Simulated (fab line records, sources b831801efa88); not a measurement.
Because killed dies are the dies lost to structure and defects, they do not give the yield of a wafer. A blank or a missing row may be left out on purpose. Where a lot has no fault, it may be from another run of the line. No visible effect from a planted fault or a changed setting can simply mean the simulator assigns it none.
fab line records / flow sfq_line
record lots=14 wafers=42 last_day=80
route steps=325 shown I1@80
lots that met no fault: taken from a fault-free run of the same line
start_h: start of the lot's first displayed wafer, in hours after the record's first day / wait_h: hours elapsed since this lot's preceding step / " as in the row above / L1.1+2: a single row standing in for several wafers / - no value, or no start was given / * or withheld: withheld / < > ~ a bound
route shown NAME@n: names a module that has steps shown in the file, with the first one's number in the route / usual: the fault-free wafers' mean and standard deviation / same: alike in all rows / chamber/n: place in a boat / sites: per-site readings / _std_site: how widely they spread, as a standard deviation / _edge_site: outer sites' mean less inner sites' / radius_mm: how far each site lies from the wafer's centre / mask NAME#n: copy n / behind: the tool/chamber that last shaped the wafer / hold: why the lot went on hold/how many hours it stayed there/how the hold came to an end / device: which transistor (n, p or np) failed to switch / end of line: tests of these same wafers at the route's end / for a step that has no rows: nothing shown but its recipe / killed: the dies lost at the first sort to structure and to defects; this is not the yield of the wafer / map: a wafer's dies, marking killed ones x, the rest . and places with no die _
set.NAME: the setting that was run; set.NAME@STEP: the one run at that earlier step / model.NAME: the simulator's own value behind a step, which no gauge read
a sample of lots followed through the steps of the route, with each step as a table and each wafer as a row
services: a tool's chamber out of use, with start hour (start_h, from the record's first day; less than 0 if before it), hours out, and reason
## steps
# step SFQ_TRILAYER_I1_VIA_LITHO_EXPOSE_050
# recipe mask_id=I1 na=0.6 source_shape=conventional sigma_outer=0.65 target_cd_nm=500 dose_mj=21.3
# usual exposure_dose_mJ_cm2=21.297/0.022 focus_offset_nm=-0.1/0.51
lot.wafer=L658.1 tool=krf_scanner-02 chamber=0 start_h=344.91 wait_h=- mask=I1#0 exposure_dose_mJ_cm2=21.272 focus_offset_nm=0.3
lot.wafer=L658.3 tool=krf_scanner-02 chamber=0 start_h=344.91 wait_h=- mask=I1#0 exposure_dose_mJ_cm2=21.291 focus_offset_nm=-0.1
lot.wafer=L658.4 tool=krf_scanner-02 chamber=0 start_h=344.91 wait_h=- mask=I1#0 exposure_dose_mJ_cm2=21.302 focus_offset_nm=0.2
lot.wafer=L661.1 tool=krf_scanner-02 chamber=0 start_h=365.31 wait_h=- mask=I1#0 exposure_dose_mJ_cm2=21.264 focus_offset_nm=0.8
lot.wafer=L661.2 tool=krf_scanner-02 chamber=0 start_h=365.31 wait_h=- mask=I1#0 exposure_dose_mJ_cm2=21.288 focus_offset_nm=0.8
lot.wafer=L661.5 tool=krf_scanner-02 chamber=0 start_h=365.31 wait_h=- mask=I1#0 exposure_dose_mJ_cm2=21.276 focus_offset_nm=0.9
lot.wafer=L662.4 tool=krf_scanner-02 chamber=0 start_h=378.34 wait_h=- mask=I1#0 exposure_dose_mJ_cm2=21.316 focus_offset_nm=1.0
lot.wafer=L662.5 tool=krf_scanner-02 chamber=0 start_h=378.34 wait_h=- mask=I1#0 exposure_dose_mJ_cm2=21.314 focus_offset_nm=-0.5
lot.wafer=L662.6 tool=krf_scanner-02 chamber=0 start_h=378.34 wait_h=- mask=I1#0 exposure_dose_mJ_cm2=21.328 focus_offset_nm=0.2
lot.wafer=L663.3 tool=krf_scanner-02 chamber=0 start_h=385.34 wait_h=- mask=I1#0 exposure_dose_mJ_cm2=21.280 focus_offset_nm=0.2
lot.wafer=L663.4 tool=krf_scanner-02 chamber=0 start_h=385.34 wait_h=- mask=I1#0 exposure_dose_mJ_cm2=21.273 focus_offset_nm=0.3
lot.wafer=L663.6 tool=krf_scanner-02 chamber=0 start_h=385.34 wait_h=- mask=I1#0 exposure_dose_mJ_cm2=21.274 focus_offset_nm=0.1
lot.wafer=L665.1 tool=krf_scanner-02 chamber=0 start_h=399.34 wait_h=- mask=I1#0 exposure_dose_mJ_cm2=21.285 focus_offset_nm=-0.2
lot.wafer=L665.3 tool=krf_scanner-02 chamber=0 start_h=399.34 wait_h=- mask=I1#0 exposure_dose_mJ_cm2=21.313 focus_offset_nm=0.4
lot.wafer=L665.5 tool=krf_scanner-02 chamber=0 start_h=399.34 wait_h=- mask=I1#0 exposure_dose_mJ_cm2=21.318 focus_offset_nm=0.1
lot.wafer=L666.3 tool=krf_scanner-02 chamber=0 start_h=408.14 wait_h=- mask=I1#0 exposure_dose_mJ_cm2=21.340 focus_offset_nm=-0.3
lot.wafer=L666.4 tool=krf_scanner-02 chamber=0 start_h=408.14 wait_h=- mask=I1#0 exposure_dose_mJ_cm2=21.369 focus_offset_nm=-0.6
lot.wafer=L666.5 tool=krf_scanner-02 chamber=0 start_h=408.14 wait_h=- mask=I1#0 exposure_dose_mJ_cm2=21.309 focus_offset_nm=-0.5
lot.wafer=L667.4 tool=krf_scanner-02 chamber=0 start_h=419.04 wait_h=- mask=I1#0 exposure_dose_mJ_cm2=21.330 focus_offset_nm=-0.2
lot.wafer=L667.5 tool=krf_scanner-02 chamber=0 start_h=419.04 wait_h=- mask=I1#0 exposure_dose_mJ_cm2=21.278 focus_offset_nm=0.7
lot.wafer=L667.6 tool=krf_scanner-02 chamber=0 start_h=419.04 wait_h=- mask=I1#0 exposure_dose_mJ_cm2=21.278 focus_offset_nm=0.0
lot.wafer=L669.1 tool=krf_scanner-02 chamber=0 start_h=426.84 wait_h=- mask=I1#0 exposure_dose_mJ_cm2=21.317 focus_offset_nm=0.4
lot.wafer=L669.2 tool=krf_scanner-02 chamber=0 start_h=426.84 wait_h=- mask=I1#0 exposure_dose_mJ_cm2=21.311 focus_offset_nm=-0.2
lot.wafer=L669.4 tool=krf_scanner-02 chamber=0 start_h=426.84 wait_h=- mask=I1#0 exposure_dose_mJ_cm2=21.294 focus_offset_nm=0.3
lot.wafer=L670.1 tool=krf_scanner-02 chamber=0 start_h=435.24 wait_h=- mask=I1#0 exposure_dose_mJ_cm2=21.279 focus_offset_nm=-1.0
lot.wafer=L670.3 tool=krf_scanner-02 chamber=0 start_h=435.24 wait_h=- mask=I1#0 exposure_dose_mJ_cm2=21.315 focus_offset_nm=0.0
lot.wafer=L670.4 tool=krf_scanner-02 chamber=0 start_h=435.24 wait_h=- mask=I1#0 exposure_dose_mJ_cm2=21.331 focus_offset_nm=-0.3
lot.wafer=L671.1 tool=krf_scanner-02 chamber=0 start_h=440.04 wait_h=- mask=I1#0 exposure_dose_mJ_cm2=21.294 focus_offset_nm=-0.2
lot.wafer=L671.4 tool=krf_scanner-02 chamber=0 start_h=440.04 wait_h=- mask=I1#0 exposure_dose_mJ_cm2=21.309 focus_offset_nm=-0.6
lot.wafer=L671.5 tool=krf_scanner-02 chamber=0 start_h=440.04 wait_h=- mask=I1#0 exposure_dose_mJ_cm2=21.297 focus_offset_nm=0.4
lot.wafer=L672.1 tool=krf_scanner-02 chamber=- start_h=459.99 wait_h=- mask=I1#0 exposure_dose_mJ_cm2=- focus_offset_nm=-
lot.wafer=L672.3 tool=krf_scanner-02 chamber=- start_h=459.99 wait_h=- mask=I1#0 exposure_dose_mJ_cm2=- focus_offset_nm=-
lot.wafer=L672.6 tool=krf_scanner-02 chamber=- start_h=459.99 wait_h=- mask=I1#0 exposure_dose_mJ_cm2=- focus_offset_nm=-
lot.wafer=L673.2 tool=krf_scanner-02 chamber=- start_h=464.99 wait_h=- mask=I1#0 exposure_dose_mJ_cm2=- focus_offset_nm=-
lot.wafer=L673.4 tool=krf_scanner-02 chamber=- start_h=464.99 wait_h=- mask=I1#0 exposure_dose_mJ_cm2=- focus_offset_nm=-
lot.wafer=L673.6 tool=krf_scanner-02 chamber=- start_h=464.99 wait_h=- mask=I1#0 exposure_dose_mJ_cm2=- focus_offset_nm=-
lot.wafer=L680.2 tool=krf_scanner-02 chamber=0 start_h=520.91 wait_h=- mask=I1#0 exposure_dose_mJ_cm2=21.281 focus_offset_nm=-0.1
lot.wafer=L680.4 tool=krf_scanner-02 chamber=0 start_h=520.91 wait_h=- mask=I1#0 exposure_dose_mJ_cm2=21.300 focus_offset_nm=0.2
lot.wafer=L680.6 tool=krf_scanner-02 chamber=0 start_h=520.91 wait_h=- mask=I1#0 exposure_dose_mJ_cm2=21.284 focus_offset_nm=-0.2
lot.wafer=L681.1 tool=krf_scanner-02 chamber=0 start_h=525.51 wait_h=- mask=I1#0 exposure_dose_mJ_cm2=21.292 focus_offset_nm=-0.4
lot.wafer=L681.3 tool=krf_scanner-02 chamber=0 start_h=525.51 wait_h=- mask=I1#0 exposure_dose_mJ_cm2=21.293 focus_offset_nm=-0.5
lot.wafer=L681.5 tool=krf_scanner-02 chamber=0 start_h=525.51 wait_h=- mask=I1#0 exposure_dose_mJ_cm2=21.311 focus_offset_nm=-0.1
## services
tool=krf_scanner-02 chamber=- start_h=371.31 hours=4.0 kind=pm
tool=krf_scanner-02 chamber=- start_h=411.34 hours=1.0 kind=pm
tool=krf_scanner-02 chamber=- start_h=413.54 hours=1.3 kind=pm
tool=krf_scanner-02 chamber=- start_h=454.44 hours=0.8 kind=pm
## key
first_sign step=SFQ_TRILAYER_I1_VIA_LITHO_EXPOSE_050 reading=tool_record direction=missing
effect none on later readings
met_at SFQ_TRILAYER_I1_VIA_LITHO_EXPOSE_050
struck_lots L672,L673
onset_between 440.04 459.99
fault kind=skipped_step_whole tool=krf_scanner-02 chamber=- onset_h=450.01 steps=SFQ_TRILAYER_I1_VIA_LITHO_EXPOSE_050 scope=struck_lots_only
